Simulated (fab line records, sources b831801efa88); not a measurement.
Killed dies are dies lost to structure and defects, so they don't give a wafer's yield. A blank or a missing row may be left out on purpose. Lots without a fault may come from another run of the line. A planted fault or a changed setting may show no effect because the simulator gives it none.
Which tool did it? | flow sfq_line | 15 lots, 44 wafers sampled, at 3 steps of a route of 325

WHAT THE GAUGES READ, wafer by wafer
The record holds no reading of a measuring or inspecting step that can be judged against a usual standard deviation.

WHICH TOOL RAN EACH LOT (tool, then ch and the chambers of the sampled wafers, then the start)
lot  | SFQ_TRILAYER_I6_CMP_CMP_166   | SFQ_TRILAYER_I6_METRO_MEASURE_167 | SFQ_TRILAYER_I6_VIA_ETCH_VIA_ETCH_172
L540 | cmp-01 ch 0,1,3, day 64 06:32 | film_metro-04, day 64 09:22       | rie_diel-03 ch 0,1, day 69 06:19
L541 | cmp-02 ch 0,1,2, day 64 11:02 | film_metro-03, day 64 14:09       | rie_diel-04 ch 0,2,3, day 69 12:19
L542 | cmp-02 ch 1,2, day 64 14:02   | film_metro-03, day 64 17:09       | rie_diel-01 ch 1,2,3, day 69 19:31
L543 | cmp-02 ch 0,1,3, day 64 17:32 | film_metro-04, day 64 20:09       | rie_diel-04 ch 0,2, day 69 21:56
L545 | cmp-02 ch 0,1, day 69 11:16   | film_metro-02, day 69 14:23       | rie_diel-01 ch 0,1,3, day 73 23:59
L546 | cmp-02 ch 1,3, day 69 14:46   | film_metro-04, day 69 17:23       | rie_diel-03 ch 1,2,3, day 74 04:47
L547 | cmp-01 ch 0,1,2, day 70 13:55 | film_metro-02, day 70 17:02       | rie_diel-01 ch 0,1,3, day 75 11:55
L548 | cmp-01 ch 0,1,2, day 71 03:43 | film_metro-04, day 71 06:50       | rie_diel-03 ch 0,1,3, day 76 04:43
L549 | cmp-02 ch 0,1,2, day 71 11:32 | film_metro-04, day 71 14:21       | rie_diel-01 ch 0,1,2, day 76 11:55
L550 | cmp-01 ch 1,2,3, day 71 13:26 | film_metro-03, day 71 16:45       | rie_diel-04 ch 0,1,3, day 76 14:19
L553 | cmp-02 ch 0,3, day 71 20:38   | film_metro-04, day 72 00:09       | rie_diel-04 ch 1,2,3, day 76 23:34
L556 | cmp-01 ch 2,3, day 72 06:44   | film_metro-03, day 72 09:21       | rie_diel-04 ch 0,1, day 77 06:46
L558 | cmp-01 ch 0,2, day 72 11:40   | film_metro-03, day 72 14:41       | rie_diel-01 ch 0,1, day 77 12:46
L560 | cmp-01 ch 0,1,3, day 72 14:10 | film_metro-03, day 72 17:17       | rie_diel-03 ch 1,2, day 77 16:23
L561 | cmp-02 ch 1,2, day 72 16:38   | film_metro-02, day 72 19:28       | rie_diel-01 ch 0,1,3, day 77 19:58
- SFQ_TRILAYER_I6_CMP_CMP_166: polishes SiO2.
- SFQ_TRILAYER_I6_METRO_MEASURE_167
- SFQ_TRILAYER_I6_VIA_ETCH_VIA_ETCH_172: etches SiO2 in CHF3, stops on Nb, target depth 260 nm.

WHAT THE TOOLS THEMSELVES READ (means of the sampled wafers that have a number; where no wafer has one, the mark that the record gives instead)
SFQ_TRILAYER_I6_CMP_CMP_166.
lot  | tool   | motor_current_A (A) | time_to_endpoint_s (s)
L540 | cmp-01 | 10.0                | 215
L541 | cmp-02 | 10.2                | 223
L542 | cmp-02 | 10.5                | 214
L543 | cmp-02 | 9.8                 | 216
L545 | cmp-02 | 10.1                | 212
L546 | cmp-02 | 9.4                 | 212
L547 | cmp-01 | 10.2                | 220
L548 | cmp-01 | 10.7                | 217
L549 | cmp-02 | 10.0                | 207
L550 | cmp-01 | 10.0                | 214
L553 | cmp-02 | 9.2                 | 208
L556 | cmp-01 | 9.7                 | 244
L558 | cmp-01 | 10.4                | 258
L560 | cmp-01 | 9.7                 | 242
L561 | cmp-02 | 10.0                | 215

SFQ_TRILAYER_I6_METRO_MEASURE_167.
lot  | tool          | thk_nm (nm)
L540 | film_metro-04 | 199.5
L541 | film_metro-03 | 199.9
L542 | film_metro-03 | 200.1
L543 | film_metro-04 | 200.6
L545 | film_metro-02 | 200.5
L546 | film_metro-04 | 199.5
L547 | film_metro-02 | 200.6
L548 | film_metro-04 | 200.2
L549 | film_metro-04 | 200.8
L550 | film_metro-03 | 199.4
L553 | film_metro-04 | 199.6
L556 | film_metro-03 | 252.9
L558 | film_metro-03 | 270.0
L560 | film_metro-03 | 236.2
L561 | film_metro-02 | 200.8

SFQ_TRILAYER_I6_VIA_ETCH_VIA_ETCH_172.
lot  | tool        | drypump_motor_current_A (A) | oes_product_au (a.u.)
L540 | rie_diel-03 | 5.2                         | 0.848
L541 | rie_diel-04 | 5.5                         | 0.853
L542 | rie_diel-01 | 5.5                         | 0.856
L543 | rie_diel-04 | 5.4                         | 0.856
L545 | rie_diel-01 | 5.4                         | 0.859
L546 | rie_diel-03 | 5.3                         | 0.855
L547 | rie_diel-01 | 5.5                         | 0.856
L548 | rie_diel-03 | 5.2                         | 0.854
L549 | rie_diel-01 | 5.4                         | 0.856
L550 | rie_diel-04 | 5.7                         | 0.854
L553 | rie_diel-04 | 5.6                         | 0.852
L556 | rie_diel-04 | 5.9                         | 0.918
L558 | rie_diel-01 | 5.4                         | 0.947
L560 | rie_diel-03 | 5.2                         | 0.911
L561 | rie_diel-01 | 5.5                         | 0.858

THE ANSWER, worked out from the rows above alone
Rule: what is usual is taken from the lots themselves. Put in order of their means at a reading, lots are off if they are a third of the lots or fewer, leave a main group of 4 or more, and stand apart from it by a gap of 3 or more times the standard deviation of the main group's means; of several such gaps the widest counts. A main group whose means are all the same, to the digits that the tables above print for the reading, isn't used. A lot without any number at a reading at which 4 lots or more have one is off too. The other lots that the step has rows for count as sound. The gauges are gone through in route order, then the tools' own readings, and for those a lot's mean is taken as printed above. The first step at which some lot is off is used, and at that step the reading that is off furthest; a lot without a number counts as furthest.
Off: L556, L558, L560, at SFQ_TRILAYER_I6_CMP_CMP_166 (time_to_endpoint_s). The main group: mean 214 s, standard deviation 4.3.
A tool fits if, at that step or a process step before it, it ran every lot that is off, and no sound lot after the first of them. One fits: cmp-01 at SFQ_TRILAYER_I6_CMP_CMP_166. Its last sound lot is L550 (day 71 13:26), its first lot that is off L556 (day 72 06:44): a fault that began between those two fits.
The tool's own readings at SFQ_TRILAYER_I6_CMP_CMP_166 bear it out: on the lots that are off they differ by more than 5 times the standard deviation of the sound lots' means. time_to_endpoint_s reads 248 s there against 214 s on the sound lots.

WHAT THE SIMULATOR HAD PUT IN
Process parameter drift: cmp-01, from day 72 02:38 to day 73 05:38, at SFQ_TRILAYER_I6_CMP_CMP_166. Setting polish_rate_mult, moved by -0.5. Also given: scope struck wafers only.
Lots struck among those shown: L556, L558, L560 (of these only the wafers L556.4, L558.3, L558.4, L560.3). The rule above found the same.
